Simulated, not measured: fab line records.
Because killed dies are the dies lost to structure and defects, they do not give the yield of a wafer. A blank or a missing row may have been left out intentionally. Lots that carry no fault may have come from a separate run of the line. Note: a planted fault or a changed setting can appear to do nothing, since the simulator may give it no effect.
fab line records	flow sky130
record: lots: 14	wafers: 42	lastDay: 50
route steps=708 shown VIA2@510 VIA3@595 PASSIVATION@689
lots untouched by any fault: they come from a run of this same line in which no faults occurred
startH: hours from the record's opening day to when the first of the lot's shown wafers began	waitH: hours since the lot's step before	" identical to the entry in the row above	L1.1+2: one row covering several wafers at once	- value missing, or start not given	* or withheld: withheld	< > ~ a bound
route shown NAME@n: names a module that has steps shown in the file, with the first one's number in the route	usual: mean and standard deviation over wafers with no fault	same: alike in all rows	chamber/n: place in a boat	sites: the reading at each site	_std_site: the values' standard deviation	_edge_site: mean of outer sites minus mean of inner sites	radiusMm: how far each site lies from the wafer's centre	mask NAME#n: copy n	behind: the most recent tool/chamber to have shaped the wafer	hold: cause of the lot's hold/its duration in hours/its outcome	device: the transistor (n, p or np) that didn't switch	end of line: the tests these same wafers got at the end of their route	a step without rows: its recipe alone	killed: at the first sort, the dies lost to defects and structure; wafer yield is something else	map: per-die view of a wafer (x killed, . not killed, _ where there is no die)
set.NAME: the setting as run; set.NAME@STEP: as run at that earlier step	model.NAME: the simulator's own value behind a step, which no gauge read
route steps across a sampled set of lots; one table per step, one row per wafer
services: a tool's chamber out of use, with start hour (startH, from the record's first day; less than 0 if before it), hours out, and reason
== steps ==
step: SKY_VIA2_BOW_MEAS_03
recipe: mode: bow
usual: VIA2_BOW: 86/7.7
lot.wafer	tool	chamber	startH	waitH	VIA2_BOW[um]
L259.2	filmMetro-02	-	824.60	0.2	83
L259.4	"	-	"	"	79
L259.5	"	-	"	"	85
L261.1	filmMetro-03	-	838.71	0.2	83
L261.3	"	-	"	"	91
L261.5	"	-	"	"	94
L262.1	filmMetro-03	-	841.86	0.2	99
L262.4	"	-	"	"	92
L262.6	"	-	"	"	98
L263.2	filmMetro-01	-	855.80	0.2	87
L263.3	"	-	"	"	87
L263.4	"	-	"	"	102
L264.1	filmMetro-01	-	868.76	0.1	97
L264.3	"	-	"	"	78
L264.5	"	-	"	"	89
L265.1	filmMetro-02	-	879.09	0.1	90
L265.4	"	-	"	"	78
L265.6	"	-	"	"	85
L266.1	filmMetro-03	-	886.73	0.2	79
L266.4	"	-	"	"	77
L266.6	"	-	"	"	81
L269.2	filmMetro-01	-	907.67	0.2	76
L269.4	"	-	"	"	79
L269.6	"	-	"	"	84
L268.2	filmMetro-01	-	909.44	0.2	89
L268.4	"	-	"	"	83
L268.6	"	-	"	"	86
L273.1	filmMetro-03	-	924.01	0.2	90
L273.3	"	-	"	"	89
L273.4	"	-	"	"	105
L274.1	filmMetro-03	-	939.93	0.2	100
L274.2	"	-	"	"	87
L274.3	"	-	"	"	76
L277.4	filmMetro-01	-	955.47	0.3	101
L277.5	"	-	"	"	96
L277.6	"	-	"	"	85
L278.3	filmMetro-03	-	956.43	0.2	88
L278.4	"	-	"	"	81
L278.6	"	-	"	"	90
L280.1	filmMetro-03	-	977.51	0.2	79
L280.4	"	-	"	"	88
L280.6	"	-	"	"	91
step: SKY_VIA2_CMP_24
recipe: stopOn: SiO2	tOverpolishS: 20	downForcePsi: 3.5	platenRpm: 60	targetThkNm: 0	padVelocityMS: 0.94248
usual: motorCurrentA: 10.2/0.83	overpolishRunS: 20.000/0.0083	retainingRingPressureFrac: 1.000/0.0054	timeToEndpointS: 103/4.4
lot.wafer	tool	chamber	startH	waitH	motorCurrentA	overpolishRunS	retainingRingPressureFrac	timeToEndpointS
L259.4	cmp-02	1	852.58	0.1	11.6	19.997	1.000	103
L259.2	"	2	"	"	10.5	20.006	0.990	94
L259.5	"	3	"	"	10.8	20.015	1.004	96
L261.3	cmp-01	3	867.05	0.0	10.1	20.011	1.012	106
L261.1	"	1	"	"	10.5	19.995	0.998	112
L261.5	"	3	"	"	10.6	19.998	1.013	103
L262.1	cmp-01	1	869.50	0.1	10.4	19.996	0.996	114
L262.4	"	0	"	"	9.4	19.997	1.003	102
L262.6	"	2	"	"	9.9	20.001	1.007	100
L263.4	cmp-02	0	883.07	0.0	9.0	20.007	1.006	103
L263.3	"	1	"	"	11.8	19.991	0.998	103
L263.2	"	2	"	"	9.9	19.995	1.007	97
L264.1	cmp-02	3	896.17	0.1	10.9	19.993	0.996	98
L264.3	"	0	"	"	8.9	20.003	0.997	103
L264.5	"	1	"	"	12.1	20.001	0.993	105
L265.1	cmp-01	1	906.27	0.1	10.0	20.007	1.001	107
L265.4	"	0	"	"	8.8	20.001	1.001	100
L265.6	"	2	"	"	10.2	19.995	1.004	102
L266.1	cmp-01	0	916.79	3.2	9.1	19.993	1.004	95
L266.4	"	1	"	"	9.8	19.999	0.997	110
L266.6	"	0	"	"	9.3	19.993	1.009	98
L269.4	cmp-02	3	933.74	0.0	10.4	20.014	0.996	105
L269.2	"	2	"	"	10.1	20.003	0.998	100
L269.6	"	3	"	"	10.5	20.002	0.998	102
L268.2	cmp-02	2	935.05	0.2	10.3	19.991	1.009	97
L268.4	"	3	"	"	10.2	19.997	1.004	103
L268.6	"	1	"	"	12.2	20.018	1.006	103
L273.4	cmp-02	3	950.06	0.0	9.9	20.001	0.995	103
L273.1	"	0	"	"	8.8	19.990	0.995	105
L273.3	"	1	"	"	11.5	19.991	0.991	109
L274.2	cmp-01	3	965.94	0.0	10.7	20.005	0.997	104
L274.3	"	0	"	"	9.8	20.005	0.998	93
L274.1	"	2	"	"	10.1	19.988	1.001	99
L277.4	cmp-01	1	980.71	0.2	10.1	19.994	1.002	106
L277.5	"	2	"	"	10.4	19.995	0.999	100
L277.6	"	3	"	"	10.1	19.992	1.003	106
L278.3	cmp-02	2	981.08	0.1	10.4	19.991	0.998	95
L278.4	"	0	"	"	9.3	19.998	1.002	105
L278.6	"	2	"	"	10.7	20.002	1.007	100
L280.4	cmp-02	3	1002.72	0.0	10.7	19.990	0.998	106
L280.1	"	2	"	"	10.1	19.999	1.000	101
L280.6	"	3	"	"	10.5	20.005	0.995	104
step: SKY_VIA3_RS_MEAS_22
recipe: thkMeasGauge: four-point-probe	reads: W_of_VIA3_CVD_21+TiN_of_VIA3_SPUTTER_20
usual: VIA3_W_RS: 0.293/0.0034
lot.wafer	tool	chamber	startH	waitH	VIA3_W_RS[ohm/sq]
L259.2	filmMetro-01	-	933.26	0.1	0.296
L259.4	"	-	"	"	0.293
L259.5	"	-	"	"	0.294
L261.1	filmMetro-03	-	946.72	0.1	0.291
L261.3	"	-	"	"	0.296
L261.5	"	-	"	"	0.290
L262.1	filmMetro-04	-	947.94	0.1	0.294
L262.4	"	-	"	"	0.290
L262.6	"	-	"	"	0.290
L263.2	filmMetro-04	-	961.51	0.1	0.299
L263.3	"	-	"	"	0.295
L263.4	"	-	"	"	0.298
L264.1	filmMetro-03	-	974.61	0.1	0.293
L264.3	"	-	"	"	0.292
L264.5	"	-	"	"	0.291
L265.1	filmMetro-03	-	983.36	0.1	0.301
L265.4	"	-	"	"	0.294
L265.6	"	-	"	"	0.295
L266.1	filmMetro-03	-	993.70	0.1	0.296
L266.4	"	-	"	"	0.294
L266.6	"	-	"	"	0.296
L269.2	filmMetro-03	-	1008.77	0.1	0.299
L269.4	"	-	"	"	0.294
L269.6	"	-	"	"	0.297
L268.2	filmMetro-03	-	1010.30	0.1	0.295
L268.4	"	-	"	"	0.293
L268.6	"	-	"	"	0.295
L273.1	filmMetro-04	-	1024.62	0.1	0.290
L273.3	"	-	"	"	0.291
L273.4	"	-	"	"	0.290
L274.1	filmMetro-04	-	1040.95	0.1	0.298
L274.2	"	-	"	"	0.300
L274.3	"	-	"	"	0.298
L278.3	filmMetro-01	-	1053.50	0.1	0.295
L278.4	"	-	"	"	0.290
L278.6	"	-	"	"	0.293
L277.4	filmMetro-03	-	1054.02	0.1	0.299
L277.5	"	-	"	"	0.292
L277.6	"	-	"	"	0.295
L280.1	filmMetro-04	-	1083.50	0.1	0.289
L280.4	"	-	"	"	0.295
L280.6	"	-	"	"	0.294
step: SKY_PASSIVATION_EXPOSE_08
recipe: maskId: NSM	targetCdNm: 3000	na: 0.57	doseMj: 260
usual: exposureDoseMJCm2: 260.00/0.26	focusOffsetNm: 0.1/0.46
lot.wafer	tool	chamber	startH	waitH	mask	exposureDoseMJCm2	focusOffsetNm
L259.2	ilineStepper-01	0	1044.04	-	NSM#0	260.42	0.0
L259.4	"	0	"	"	NSM#0	260.12	0.7
L259.5	"	0	"	"	NSM#0	260.20	0.4
L261.1	ilineStepper-02	0	1055.44	-	NSM#0	260.41	0.1
L261.3	"	0	"	"	NSM#0	260.28	-0.8
L261.5	"	0	"	"	NSM#0	260.08	-0.1
L262.1	ilineStepper-02	0	1059.96	-	NSM#0	259.76	0.6
L262.4	"	0	"	"	NSM#0	259.49	0.3
L262.6	"	0	"	"	NSM#0	259.54	0.9
L263.2	ilineStepper-02	0	1068.58	-	NSM#0	259.96	0.6
L263.3	"	0	"	"	NSM#0	260.25	0.6
L263.4	"	0	"	"	NSM#0	260.27	0.5
L264.1	ilineStepper-02	0	1082.46	-	NSM#0	259.88	0.1
L264.3	"	0	"	"	NSM#0	260.08	-0.2
L264.5	"	0	"	"	NSM#0	260.13	0.6
L265.1	ilineStepper-01	0	1089.64	-	NSM#0	259.82	-0.1
L265.4	"	0	"	"	NSM#0	260.10	-0.2
L265.6	"	0	"	"	NSM#0	259.68	0.5
L266.1	ilineStepper-02	0	1096.69	-	NSM#0	260.30	0.0
L266.4	"	0	"	"	NSM#0	260.03	0.3
L266.6	"	0	"	"	NSM#0	260.07	-0.5
L269.2	ilineStepper-02	0	1111.66	-	NSM#0	259.76	-0.1
L269.4	"	0	"	"	NSM#0	260.01	0.3
L269.6	"	0	"	"	NSM#0	260.04	0.0
L268.2	ilineStepper-01	0	1112.26	-	NSM#0	259.63	-0.6
L268.4	"	0	"	"	NSM#0	260.04	0.0
L268.6	"	0	"	"	NSM#0	259.58	-0.3
L273.1	ilineStepper-02	0	1126.51	-	NSM#0	259.88	-0.2
L273.3	"	0	"	"	NSM#0	259.81	-0.7
L273.4	"	0	"	"	NSM#0	259.74	-0.2
L274.1	ilineStepper-01	0	1138.94	-	NSM#0	259.96	0.0
L274.2	"	0	"	"	NSM#0	260.21	0.3
L274.3	"	0	"	"	NSM#0	259.83	0.6
L278.3	ilineStepper-01	-	1150.89	-	NSM#0	-	-
L278.4	"	-	"	"	NSM#0	-	-
L278.6	"	-	"	"	NSM#0	-	-
L277.4	ilineStepper-02	-	1151.75	-	NSM#0	-	-
L277.5	"	-	"	"	NSM#0	-	-
L277.6	"	-	"	"	NSM#0	-	-
L280.1	ilineStepper-02	0	1174.11	-	NSM#0	259.71	0.3
L280.4	"	0	"	"	NSM#0	259.88	0.1
L280.6	"	0	"	"	NSM#0	259.48	0.0
== services ==
tool	chamber	startH	hours	kind
cmp-02	-	853.19	2.0	repair
cmp-01	-	912.79	4.0	pm
cmp-02	-	913.47	5.6	repair
cmp-01	-	916.79	-	consumableReplace:conditioner
cmp-01	-	916.79	-	consumableReplace:pad
ilineStepper-01	-	921.05	7.5	repair
ilineStepper-02	-	928.53	1.7	pm
cmp-01	-	928.88	8.1	pm
ilineStepper-02	-	931.53	4.4	pm
cmp-02	-	951.15	3.5	pm
cmp-02	-	957.42	3.9	repair
cmp-02	-	983.37	6.4	pm
cmp-02	-	1005.42	0.3	repair
cmp-01	-	1052.46	0.7	repair
cmp-01	-	1059.06	1.4	repair
cmp-01	-	1059.37	2.1	repair
cmp-02	-	1076.81	7.2	repair
cmp-02	-	1084.48	4.0	pm
cmp-02	-	1088.48	-	consumableReplace:conditioner
cmp-02	-	1088.48	-	consumableReplace:pad
ilineStepper-01	-	1105.51	4.4	pm
ilineStepper-02	-	1141.77	1.7	pm
cmp-01	-	1159.44	11.5	pm
cmp-01	-	1172.19	2.1	repair
== key ==
firstSign: step: SKY_PASSIVATION_EXPOSE_08	reading: toolRecord	direction: missing
effect none on later readings
metAt SKY_PASSIVATION_EXPOSE_08
struckLots L277,L278
laterRowsLeftOut L277.4,L277.5,L277.6,L278.3,L278.4,L278.6
sortLeftOut L277.4,L277.5,L277.6,L278.3,L278.4,L278.6
notActingAt SKY_VIA2_BOW_MEAS_03,SKY_VIA2_CMP_24,SKY_VIA3_RS_MEAS_22
onsetBetween 1138.94 1150.89
fault: kind: skippedStepWhole	tool: ilineStepper-01,ilineStepper-02	chamber: -	onsetH: 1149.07	steps: SKY_PASSIVATION_EXPOSE_08	scope: struckLotsOnly
sortLeftOut: the simulated sort isn't trusted on such a fault, so these wafers' sort isn't shown, and their yield isn't known
laterRowsLeftOut: the simulator's readings of these wafers behind a module that went badly wrong aren't trusted and aren't shown, but for the sort
